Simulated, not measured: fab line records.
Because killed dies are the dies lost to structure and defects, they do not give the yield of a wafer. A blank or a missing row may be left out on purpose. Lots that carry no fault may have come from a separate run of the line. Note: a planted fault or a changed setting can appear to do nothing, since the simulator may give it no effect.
fab line records	flow gf180mcu
[record] lots = 24	wafers = 72	last_day = 34
route steps=602 shown MVSD@73 MVPSD@88 HV_LDD@208 V3@431 MIM@523 PASSIVATION@587
lots untouched by any fault: they come from a run of this same line in which no faults occurred
start_h: the number of hours between the record's first day and the start of the first shown wafer of the lot	wait_h: time in hours since the lot's previous step	" same as the row above	L1.1+2: one row covering several wafers at once	- either no value or no given start	* or withheld: withheld	< > ~ a bound
route shown NAME@n: a module of which the file shows steps, and the number in the route of the first	usual: average and standard deviation across the fault-free wafers	same: alike in all rows	chamber/n: place in a boat	sites: per-site readings	_std_site: standard deviation across them	_edge_site: mean of outer sites minus mean of inner sites	radius_mm: for every site, how far away it sits from the centre of the wafer	mask NAME#n: copy n	behind: the last tool/chamber to shape the wafer	hold: why the lot was held/for how many hours/how that ended	device: names the non-switching transistor (n, p or np)	end of line: the route-end tests of the same wafers	a step without rows: its recipe alone	killed: count of dies lost to structure and defects at first sort (not the wafer's yield)	map: per-die view of a wafer (x killed, . not killed, _ where there is no die)
set.NAME: the run value of the setting; set.NAME@STEP: its run value at that earlier step	model.NAME: the simulator's own value behind a step, which no gauge read
a sample of lots followed through the steps of the route, with each step as a table and each wafer as a row
services: from which hour (start_h, from the record's first day; less than 0 if before it) a tool's chamber was out of use, for how many hours, and why
[[steps]]
[step GF_MVSD_OVL_MEAS_07]
[usual] MVSD_OVL = 0.2/1.3
lot.wafer	tool	chamber	start_h	wait_h	MVSD_OVL[nm]
L074.4	overlay-01	-	81.62	-	0.0
L074.5	"	-	"	"	-2.9
L074.6	"	-	"	"	-0.6
L075.2	overlay-01	-	91.68	-	2.9
L075.3	"	-	"	"	3.3
L075.6	"	-	"	"	1.9
L076.1	overlay-02	-	94.20	-	-1.7
L076.4	"	-	"	"	-2.1
L076.5	"	-	"	"	-0.9
L077.1	overlay-01	-	98.40	-	3.1
L077.3	"	-	"	"	0.0
L077.4	"	-	"	"	0.6
L078.2	overlay-02	-	103.36	-	-0.4
L078.3	"	-	"	"	-0.2
L078.5	"	-	"	"	-0.5
L079.1	overlay-02	-	111.65	-	1.4
L079.2	"	-	"	"	0.7
L079.3	"	-	"	"	-0.3
L080.1	overlay-01	-	116.50	-	0.5
L080.2	"	-	"	"	1.8
L080.3	"	-	"	"	-0.6
L081.1	overlay-02	-	121.05	-	2.1
L081.2	"	-	"	"	1.6
L081.4	"	-	"	"	2.3
L082.1	overlay-01	-	127.45	-	0.4
L082.3	"	-	"	"	1.5
L082.6	"	-	"	"	1.0
L083.2	overlay-02	-	135.58	-	-0.3
L083.5	"	-	"	"	1.3
L083.6	"	-	"	"	2.1
L084.2	overlay-01	-	141.33	-	0.7
L084.4	"	-	"	"	-0.4
L084.6	"	-	"	"	-0.1
L085.1	overlay-01	-	146.90	-	0.6
L085.4	"	-	"	"	-0.1
L085.6	"	-	"	"	1.8
L086.1	overlay-01	-	150.52	-	-0.7
L086.2	"	-	"	"	2.1
L086.3	"	-	"	"	-1.4
L087.1	overlay-02	-	163.72	-	-1.4
L087.4	"	-	"	"	-0.5
L087.5	"	-	"	"	-0.8
L088.1	overlay-01	-	167.20	-	1.4
L088.3	"	-	"	"	-0.7
L088.4	"	-	"	"	0.8
L089.2	overlay-01	-	171.63	-	-0.8
L089.4	"	-	"	"	-0.6
L089.5	"	-	"	"	0.6
L090.2	overlay-02	-	177.10	-	-2.0
L090.3	"	-	"	"	-1.6
L090.4	"	-	"	"	-1.8
L091.3	overlay-02	-	182.27	-	-0.5
L091.4	"	-	"	"	-1.4
L091.5	"	-	"	"	-1.1
L092.2	overlay-02	-	193.83	-	3.1
L092.3	"	-	"	"	1.8
L092.4	"	-	"	"	1.8
L093.1	overlay-01	-	193.95	-	1.4
L093.3	"	-	"	"	0.1
L093.5	"	-	"	"	0.4
L094.1	overlay-02	-	203.85	-	0.2
L094.4	"	-	"	"	-0.5
L094.5	"	-	"	"	-1.0
L095.4	overlay-01	-	206.62	-	0.2
L095.5	"	-	"	"	0.0
L095.6	"	-	"	"	-1.9
L096.4	overlay-01	-	209.61	-	2.5
L096.5	"	-	"	"	2.5
L096.6	"	-	"	"	1.9
L097.1	overlay-02	-	215.19	-	-2.0
L097.4	"	-	"	"	0.3
L097.5	"	-	"	"	-0.2
[step GF_MVPSD_STRIP_10]
[recipe] chemistry = O2/N2	power_w = 1400	pressure_mtorr = 1500	platen_temp_c = 250	o2_flow_sccm = 3000	n2_flow_sccm = 300	overash_fraction = 0.5
[usual] drypump_motor_current_A = 5.8/0.46	heater_power_w = 332/27	oes_product_au = 0.722/0.0049	strip_time_to_endpoint_s = 36.94/0.079
lot.wafer	tool	chamber	start_h	wait_h	drypump_motor_current_A	heater_power_w	oes_product_au	rf_hours_counter_h	strip_time_to_endpoint_s
L074.4	plasma_asher-02	0	95.89	0.1	6.2	357	0.721	-	37.04
L074.5	"	0	"	"	6.2	366	0.725	-	36.89
L074.6	"	1	"	"	5.9	319	0.715	-	36.91
L075.2	plasma_asher-02	0	105.97	0.1	6.2	365	0.726	43	36.92
L075.3	"	0	"	"	6.2	356	0.726	-	36.86
L075.6	"	0	"	"	6.2	363	0.728	-	36.85
L076.1	plasma_asher-02	1	108.52	0.1	5.9	311	0.719	43	37.04
L076.4	"	1	"	"	5.8	320	0.723	-	36.98
L076.5	"	1	"	"	5.8	312	0.718	-	37.04
L077.1	plasma_asher-01	1	112.86	0.1	5.8	324	0.721	31	36.98
L077.3	"	0	"	"	4.9	362	0.724	-	36.94
L077.4	"	1	"	"	5.8	342	0.715	-	36.91
L078.2	plasma_asher-03	0	117.71	0.1	5.2	292	0.726	48	36.87
L078.3	"	1	"	"	6.2	351	0.717	-	36.93
L078.5	"	0	"	"	5.2	277	0.720	-	36.84
L079.1	plasma_asher-03	0	126.39	0.1	5.2	289	0.714	49	37.05
L079.2	"	1	"	"	6.1	355	0.728	49	37.00
L079.3	"	1	"	"	6.2	355	0.728	-	36.97
L080.1	plasma_asher-02	1	131.97	0.1	5.8	331	0.723	1	36.90
L080.2	"	0	"	"	6.2	358	0.723	1	37.03
L080.3	"	1	"	"	5.9	321	0.722	-	37.02
L081.1	plasma_asher-03	1	136.26	0.1	6.1	351	0.728	50	37.08
L081.2	"	0	"	"	5.2	287	0.716	50	36.91
L081.4	"	0	"	"	5.2	286	0.718	-	36.95
L082.1	plasma_asher-02	0	143.29	0.1	6.2	346	0.722	3	36.91
L082.3	"	1	"	"	5.8	317	0.717	-	36.88
L082.6	"	1	"	"	5.8	329	0.719	-	36.92
L083.2	plasma_asher-03	0	151.21	0.1	5.1	289	0.712	51	36.90
L083.5	"	1	"	"	6.2	348	0.725	-	36.84
L083.6	"	0	"	"	5.1	286	0.720	-	36.96
L084.2	plasma_asher-02	1	157.32	0.1	5.9	319	0.728	4	36.85
L084.4	"	0	"	"	6.2	357	0.721	-	36.87
L084.6	"	0	"	"	6.2	363	0.716	-	36.87
L085.1	plasma_asher-02	1	163.27	0.1	5.9	328	0.725	5	36.89
L085.4	"	0	"	"	6.2	363	0.722	-	37.01
L085.6	"	0	"	"	6.2	343	0.721	-	37.01
L086.1	plasma_asher-03	1	166.66	0.1	6.2	345	0.715	53	36.91
L086.2	"	0	"	"	5.1	281	0.724	53	36.93
L086.3	"	1	"	"	6.2	344	0.722	-	36.91
L087.1	plasma_asher-01	0	180.46	0.1	4.9	364	0.723	38	37.02
L087.4	"	0	"	"	4.9	343	0.727	-	36.99
L087.5	"	0	"	"	4.9	366	0.727	-	36.95
L088.1	plasma_asher-01	1	184.12	0.1	5.8	337	0.716	38	36.99
L088.3	"	0	"	"	4.9	361	0.726	-	36.86
L088.4	"	1	"	"	5.8	332	0.715	-	36.89
L089.2	plasma_asher-03	1	188.57	0.1	6.2	350	0.731	55	36.96
L089.4	"	1	"	"	6.2	354	0.726	-	36.96
L089.5	"	1	"	"	6.2	351	0.712	-	37.09
L090.2	plasma_asher-02	1	194.51	0.1	5.8	320	0.725	8	36.70
L090.3	"	0	"	"	6.2	357	0.728	-	36.83
L090.4	"	1	"	"	5.9	321	0.728	-	36.79
L091.3	plasma_asher-02	1	199.81	0.1	5.9	326	0.730	-	37.04
L091.4	"	0	"	"	6.2	356	0.722	-	37.07
L091.5	"	1	"	"	5.9	329	0.715	-	36.91
L092.2	plasma_asher-03	1	211.11	0.1	6.2	349	0.722	58	36.85
L092.3	"	0	"	"	5.1	283	0.729	-	36.92
L092.4	"	1	"	"	6.2	341	0.726	-	36.95
L093.1	plasma_asher-03	1	211.94	0.1	6.2	341	0.724	58	36.94
L093.3	"	0	"	"	5.1	291	0.715	-	36.98
L093.5	"	1	"	"	6.2	350	0.713	-	37.06
L094.1	plasma_asher-02	1	222.07	0.1	5.9	321	0.716	11	37.08
L094.4	"	0	"	"	6.2	348	0.720	-	37.01
L094.5	"	1	"	"	5.9	322	0.726	-	37.09
L095.4	plasma_asher-03	0	225.29	0.1	5.1	279	0.729	-	36.87
L095.5	"	1	"	"	6.2	340	0.722	-	37.00
L095.6	"	0	"	"	5.1	279	0.724	-	36.97
L096.4	plasma_asher-01	0	228.11	0.1	4.9	362	0.722	-	36.96
L096.5	"	0	"	"	4.9	365	0.724	-	36.97
L096.6	"	1	"	"	5.8	345	0.722	-	36.92
L097.1	plasma_asher-02	1	233.91	0.1	5.9	327	0.722	12	37.04
L097.4	"	0	"	"	6.2	353	0.729	-	36.99
L097.5	"	1	"	"	5.9	324	0.718	-	36.94
[step GF_HV_LDD_OVL_MEAS_32]
[usual] HV_LDD_02_OVL = -0.2/1.4
lot.wafer	tool	chamber	start_h	wait_h	HV_LDD_02_OVL[nm]
L074.4	overlay-02	-	247.96	0.1	0.5
L074.5	"	-	"	"	-0.1
L074.6	"	-	"	"	2.2
L075.2	overlay-01	-	261.96	0.1	0.4
L075.3	"	-	"	"	-0.6
L075.6	"	-	"	"	-1.2
L076.1	overlay-02	-	267.79	0.1	-1.5
L076.4	"	-	"	"	-0.1
L076.5	"	-	"	"	-1.0
L077.1	overlay-02	-	271.19	0.1	-1.2
L077.3	"	-	"	"	-2.2
L077.4	"	-	"	"	-1.5
L078.2	overlay-02	-	278.16	0.1	0.8
L078.3	"	-	"	"	1.1
L078.5	"	-	"	"	0.7
L079.1	overlay-02	-	294.09	0.1	-1.4
L079.2	"	-	"	"	-1.7
L079.3	"	-	"	"	-1.8
L080.1	overlay-01	-	296.86	0.1	-0.9
L080.2	"	-	"	"	-0.8
L080.3	"	-	"	"	-1.0
L081.1	overlay-02	-	303.92	0.1	-1.5
L081.2	"	-	"	"	0.2
L081.4	"	-	"	"	-1.0
L082.1	overlay-02	-	313.08	0.1	-0.8
L082.3	"	-	"	"	1.8
L082.6	"	-	"	"	-0.2
L083.2	overlay-01	-	322.41	0.1	0.0
L083.5	"	-	"	"	0.6
L083.6	"	-	"	"	-0.4
L084.2	overlay-01	-	331.46	0.1	1.0
L084.4	"	-	"	"	0.9
L084.6	"	-	"	"	2.1
L085.1	overlay-02	-	340.84	0.1	-2.2
L085.4	"	-	"	"	-1.1
L085.6	"	-	"	"	-2.4
L086.1	overlay-02	-	343.09	0.1	-0.5
L086.2	"	-	"	"	-1.7
L086.3	"	-	"	"	-0.4
L087.1	overlay-02	-	359.47	0.1	-1.6
L087.4	"	-	"	"	-2.3
L087.5	"	-	"	"	-1.8
L088.1	overlay-02	-	369.09	0.1	0.5
L088.3	"	-	"	"	0.9
L088.4	"	-	"	"	1.0
L089.2	overlay-02	-	374.28	0.1	-0.2
L089.4	"	-	"	"	0.4
L089.5	"	-	"	"	-0.5
L090.2	overlay-01	-	381.98	0.1	-0.6
L090.3	"	-	"	"	0.3
L090.4	"	-	"	"	-1.9
L091.3	overlay-01	-	388.82	0.1	0.0
L091.4	"	-	"	"	3.2
L091.5	"	-	"	"	0.5
L092.2	overlay-02	-	403.21	0.1	0.5
L092.3	"	-	"	"	0.6
L092.4	"	-	"	"	1.4
L093.1	overlay-01	-	406.95	0.1	1.5
L093.3	"	-	"	"	1.2
L093.5	"	-	"	"	2.0
L094.1	overlay-02	-	417.59	0.1	-2.5
L094.4	"	-	"	"	-2.6
L094.5	"	-	"	"	-0.5
L095.4	overlay-02	-	422.84	0.1	-1.0
L095.5	"	-	"	"	-1.6
L095.6	"	-	"	"	-0.9
L096.4	overlay-02	-	424.84	0.1	1.6
L096.5	"	-	"	"	1.5
L096.6	"	-	"	"	0.8
L097.1	overlay-01	-	433.80	0.1	1.0
L097.4	"	-	"	"	0.5
L097.5	"	-	"	"	1.2
[step GF_V3_CVD_02]
[recipe] material = SiO2	target_thk_nm = 850	precursor = TEOS	temp_c = 400	time_s = 94.851	rf_w = 600
[usual] heater_power_w = 695/110
lot.wafer	tool	chamber	start_h	wait_h	heater_power_w
L074.4	pecvd-01	1	483.31	0.1	759
L074.5	"	2	"	"	871
L074.6	"	0	"	"	618
L075.2	pecvd-02	0	498.28	0.0	570
L075.3	"	1	"	"	588
L075.6	"	1	"	"	624
L076.1	pecvd-01	1	505.92	0.1	777
L076.4	"	0	"	"	603
L076.5	"	1	"	"	789
L077.1	pecvd-02	2	513.22	0.1	830
L077.3	"	1	"	"	552
L077.4	"	2	"	"	825
L078.2	pecvd-02	2	517.13	0.0	896
L078.3	"	1	"	"	545
L078.5	"	1	"	"	599
L079.1	pecvd-02	2	536.68	0.1	822
L079.2	"	1	"	"	584
L079.3	"	0	"	"	521
L080.1	pecvd-04	2	539.32	0.1	671
L080.2	"	0	"	"	596
L080.3	"	1	"	"	830
L081.1	pecvd-04	0	548.49	0.1	589
L081.2	"	2	"	"	562
L081.4	"	0	"	"	649
L082.1	pecvd-04	0	559.25	0.1	693
L082.3	"	1	"	"	724
L082.6	"	1	"	"	796
L083.2	pecvd-04	1	567.94	0.0	739
L083.5	"	2	"	"	551
L083.6	"	1	"	"	798
L084.2	pecvd-01	2	577.07	0.0	894
L084.4	"	0	"	"	571
L084.6	"	1	"	"	745
L085.1	pecvd-04	1	586.99	0.1	775
L085.4	"	0	"	"	633
L085.6	"	2	"	"	669
L086.1	pecvd-01	0	589.59	0.1	638
L086.2	"	1	"	"	646
L086.3	"	2	"	"	851
L087.1	pecvd-04	1	606.17	0.1	813
L087.4	"	2	"	"	682
L087.5	"	0	"	"	675
L088.1	pecvd-01	0	613.09	0.1	656
L088.3	"	2	"	"	926
L088.4	"	0	"	"	528
L089.2	pecvd-02	1	619.61	0.0	525
L089.4	"	2	"	"	768
L089.5	"	0	"	"	568
L090.2	pecvd-01	2	623.73	0.0	873
L090.3	"	0	"	"	653
L090.4	"	0	"	"	513
L091.3	pecvd-04	1	632.98	0.0	816
L091.4	"	0	"	"	694
L091.5	"	1	"	"	676
L092.2	pecvd-04	2	642.83	0.0	660
L092.3	"	0	"	"	586
L092.4	"	0	"	"	627
L093.1	pecvd-01	0	647.80	0.1	641
L093.3	"	2	"	"	927
L093.5	"	2	"	"	718
L094.1	pecvd-04	0	657.14	0.1	689
L094.4	"	0	"	"	709
L094.5	"	2	"	"	564
L095.4	pecvd-04	1	659.20	0.1	820
L095.5	"	2	"	"	686
L095.6	"	0	"	"	670
L096.4	pecvd-01	0	661.66	0.1	660
L096.5	"	1	"	"	655
L096.6	"	2	"	"	888
L097.1	pecvd-01	2	667.97	0.1	815
L097.4	"	2	"	"	885
L097.5	"	0	"	"	649
[step GF_MIM_STRIP_20]
[recipe] chemistry = O2/N2	power_w = 1400	pressure_mtorr = 1500	platen_temp_c = 250	o2_flow_sccm = 3000	n2_flow_sccm = 300	overash_fraction = 0.5
[usual] drypump_motor_current_A = 6.0/0.54	heater_power_w = 326/28	oes_product_au = 0.691/0.0048	strip_time_to_endpoint_s = 11.22/0.049
lot.wafer	tool	chamber	start_h	wait_h	drypump_motor_current_A	heater_power_w	oes_product_au	rf_hours_counter_h	strip_time_to_endpoint_s
L074.4	plasma_asher-02	0	581.14	0.1	6.2	359	0.696	-	11.22
L074.5	"	0	"	"	6.2	352	0.693	-	11.21
L074.6	"	1	"	"	5.9	325	0.688	-	11.22
L075.2	plasma_asher-03	0	593.96	0.0	5.1	292	0.692	100	11.24
L075.3	"	1	"	"	6.2	345	0.695	-	11.25
L075.6	"	1	"	"	6.2	356	0.685	-	11.32
L076.1	plasma_asher-04	1	600.95	0.0	5.4	353	0.688	17	11.24
L076.4	"	1	"	"	5.4	345	0.697	-	11.33
L076.5	"	1	"	"	5.4	355	0.689	-	11.24
L077.1	plasma_asher-04	0	606.55	0.0	6.7	297	0.699	18	11.23
L077.3	"	0	"	"	6.7	290	0.692	-	11.19
L077.4	"	1	"	"	5.4	350	0.701	-	11.27
L078.2	plasma_asher-04	1	610.25	0.0	5.4	355	0.691	18	11.17
L078.3	"	1	"	"	5.4	346	0.686	-	11.23
L078.5	"	0	"	"	6.7	296	0.682	-	11.17
L079.1	plasma_asher-03	0	627.45	0.0	5.1	281	0.691	104	11.23
L079.2	"	1	"	"	6.2	347	0.693	104	11.27
L079.3	"	1	"	"	6.2	352	0.679	-	11.22
L080.1	plasma_asher-02	0	631.16	0.0	6.2	356	0.697	54	11.27
L080.2	"	1	"	"	5.9	319	0.690	54	11.28
L080.3	"	0	"	"	6.2	354	0.689	-	11.32
L081.1	plasma_asher-02	1	639.37	0.0	5.9	326	0.698	55	11.20
L081.2	"	0	"	"	6.1	351	0.685	55	11.22
L081.4	"	0	"	"	6.2	353	0.681	-	11.20
L082.1	plasma_asher-02	0	648.85	0.0	6.2	352	0.691	56	11.14
L082.3	"	1	"	"	5.9	312	0.682	-	11.12
L082.6	"	1	"	"	5.9	322	0.692	-	11.11
L083.2	plasma_asher-04	1	657.65	0.0	5.4	343	0.690	24	11.13
L083.5	"	1	"	"	5.4	353	0.696	-	11.13
L083.6	"	0	"	"	6.7	292	0.686	-	11.19
L084.2	plasma_asher-04	0	664.07	0.0	6.7	305	0.688	24	11.17
L084.4	"	0	"	"	6.7	289	0.694	-	11.20
L084.6	"	0	"	"	6.6	296	0.691	-	11.19
L085.1	plasma_asher-03	1	673.01	0.0	6.1	353	0.694	109	11.25
L085.4	"	1	"	"	6.1	358	0.679	-	11.16
L085.6	"	0	"	"	5.1	289	0.691	-	11.21
L086.1	plasma_asher-02	0	676.87	0.0	6.2	347	0.692	59	11.28
L086.2	"	1	"	"	5.9	310	0.695	59	11.25
L086.3	"	0	"	"	6.2	354	0.696	-	11.26
L087.1	plasma_asher-04	0	691.14	0.1	6.7	286	0.690	27	11.31
L087.4	"	0	"	"	6.7	289	0.697	-	11.31
L087.5	"	1	"	"	5.4	350	0.696	-	11.28
L088.1	plasma_asher-04	1	697.41	0.0	5.4	355	0.698	28	11.19
L088.3	"	0	"	"	6.7	297	0.688	-	11.23
L088.4	"	1	"	"	5.3	354	0.691	-	11.22
L089.2	plasma_asher-04	1	702.01	0.0	5.4	350	0.694	28	11.24
L089.4	"	1	"	"	5.4	344	0.692	-	11.21
L089.5	"	0	"	"	6.7	288	0.693	-	11.19
L090.2	plasma_asher-04	0	705.31	0.0	6.7	292	0.687	28	11.16
L090.3	"	1	"	"	5.4	356	0.695	-	11.19
L090.4	"	0	"	"	6.7	293	0.689	-	11.16
L091.3	plasma_asher-03	0	716.05	0.1	5.1	276	0.683	-	11.16
L091.4	"	1	"	"	6.2	357	0.684	-	11.14
L091.5	"	0	"	"	5.1	286	0.691	-	11.20
L092.2	plasma_asher-02	0	724.10	0.0	6.2	339	0.689	64	11.23
L092.3	"	1	"	"	5.9	327	0.690	-	11.18
L092.4	"	0	"	"	6.2	361	0.692	-	11.22
L093.1	plasma_asher-04	1	727.85	0.0	5.4	357	0.692	31	11.23
L093.3	"	1	"	"	5.4	344	0.696	-	11.24
L093.5	"	0	"	"	6.7	294	0.686	-	11.19
L094.1	plasma_asher-04	0	737.35	0.0	6.7	294	0.693	32	11.21
L094.4	"	1	"	"	5.4	348	0.691	-	11.29
L094.5	"	1	"	"	5.4	362	0.690	-	11.27
L095.4	plasma_asher-02	0	737.50	0.1	6.2	345	0.693	-	11.20
L095.5	"	1	"	"	5.9	319	0.689	-	11.18
L095.6	"	0	"	"	6.2	354	0.690	-	11.21
L096.4	plasma_asher-04	0	740.44	0.1	6.7	294	0.681	-	11.18
L096.5	"	0	"	"	6.7	295	0.691	-	11.21
L096.6	"	1	"	"	5.4	351	0.689	-	11.23
L097.1	plasma_asher-03	1	744.50	0.0	6.2	317	0.688	0	11.22
L097.4	"	0	"	"	5.2	297	0.693	-	11.24
L097.5	"	0	"	"	5.1	279	0.692	-	11.26
[step GF_PASSIVATION_CVD_00]
[recipe] material = SiO2	target_thk_nm = 1000	precursor = TEOS	temp_c = 400	time_s = 111.95	rf_w = 600
[usual] heater_power_w = 686/120
lot.wafer	tool	chamber	start_h	wait_h	heater_power_w
L074.4	pecvd-04	0	647.18	0.0	707
L074.5	"	1	"	"	823
L074.6	"	2	"	"	667
L075.2	pecvd-02	0	659.31	0.0	545
L075.3	"	1	"	"	649
L075.6	"	1	"	"	536
L076.1	pecvd-04	0	665.55	0.0	719
L076.4	"	2	"	"	643
L076.5	"	0	"	"	566
L077.1	pecvd-01	2	671.31	0.0	844
L077.3	"	1	"	"	745
L077.4	"	2	"	"	896
L078.2	pecvd-04	0	674.05	0.0	608
L078.3	"	2	"	"	583
L078.5	"	1	"	"	844
L079.1	pecvd-01	2	690.97	0.0	869
L079.2	"	0	"	"	650
L079.3	"	1	"	"	765
L080.1	pecvd-02	0	693.18	0.0	516
L080.2	"	1	"	"	640
L080.3	"	2	"	"	698
L081.1	pecvd-02	2	701.53	0.0	881
L081.2	"	1	"	"	606
L081.4	"	0	"	"	537
L082.1	pecvd-02	1	710.25	0.0	618
L082.3	"	2	"	"	731
L082.6	"	1	"	"	643
L083.2	pecvd-01	0	717.78	0.0	651
L083.5	"	2	"	"	920
L083.6	"	0	"	"	525
L084.2	pecvd-02	1	724.24	0.0	590
L084.4	"	1	"	"	635
L084.6	"	0	"	"	566
L085.1	pecvd-04	2	731.40	0.0	705
L085.4	"	0	"	"	568
L085.6	"	2	"	"	560
L086.1	pecvd-01	0	736.41	0.0	654
L086.2	"	2	"	"	833
L086.3	"	1	"	"	786
L087.1	pecvd-02	2	748.23	0.0	785
L087.4	"	2	"	"	832
L087.5	"	0	"	"	562
L088.1	pecvd-01	1	754.46	0.0	821
L088.3	"	0	"	"	617
L088.4	"	0	"	"	633
L089.2	pecvd-02	0	758.81	0.0	559
L089.4	"	0	"	"	456
L089.5	"	2	"	"	676
L090.2	pecvd-02	1	761.63	0.0	586
L090.3	"	0	"	"	528
L090.4	"	1	"	"	631
L091.3	pecvd-02	0	770.93	0.0	528
L091.4	"	2	"	"	691
L091.5	"	0	"	"	555
L092.2	pecvd-04	0	778.43	0.0	712
L092.3	"	2	"	"	674
L092.4	"	1	"	"	811
L093.1	pecvd-01	2	780.99	0.0	816
L093.3	"	1	"	"	775
L093.5	"	0	"	"	519
L094.1	pecvd-01	0	790.78	0.0	583
L094.4	"	0	"	"	639
L094.5	"	1	"	"	796
L095.4	pecvd-04	0	791.38	0.0	561
L095.5	"	1	"	"	764
L095.6	"	2	"	"	564
L096.4	pecvd-01	2	793.20	0.0	897
L096.5	"	0	"	"	594
L096.6	"	1	"	"	779
L097.1	pecvd-04	0	796.08	0.0	579
L097.4	"	1	"	"	806
L097.5	"	2	"	"	560
[[services]]
tool	chamber	start_h	hours	kind
pecvd-01	-	76.27	14.6	pm
plasma_asher-02	-	108.75	9.0	pm
plasma_asher-02	-	127.30	0.8	repair
pecvd-02	1	137.97	5.6	repair
pecvd-01	0	148.61	18.4	repair
pecvd-01	-	160.62	14.0	pm
pecvd-04	-	182.12	2.8	pm
pecvd-04	-	332.38	0.7	repair
pecvd-04	-	368.88	14.0	pm
plasma_asher-02	-	384.33	14.6	pm
pecvd-04	1	387.42	18.9	repair
pecvd-01	-	413.00	0.9	repair
pecvd-01	1	437.78	9.0	repair
pecvd-01	0	443.40	4.9	repair
pecvd-04	2	461.43	29.6	repair
plasma_asher-02	-	480.00	2.8	pm
plasma_asher-02	-	557.39	0.8	repair
plasma_asher-02	-	561.91	1.3	repair
pecvd-01	-	573.91	0.4	repair
plasma_asher-02	-	609.34	7.0	repair
pecvd-01	-	693.44	1.3	repair
pecvd-04	-	727.69	0.6	repair
pecvd-04	1	739.65	12.4	repair
pecvd-01	-	786.73	2.8	pm
[[key]]
fault none
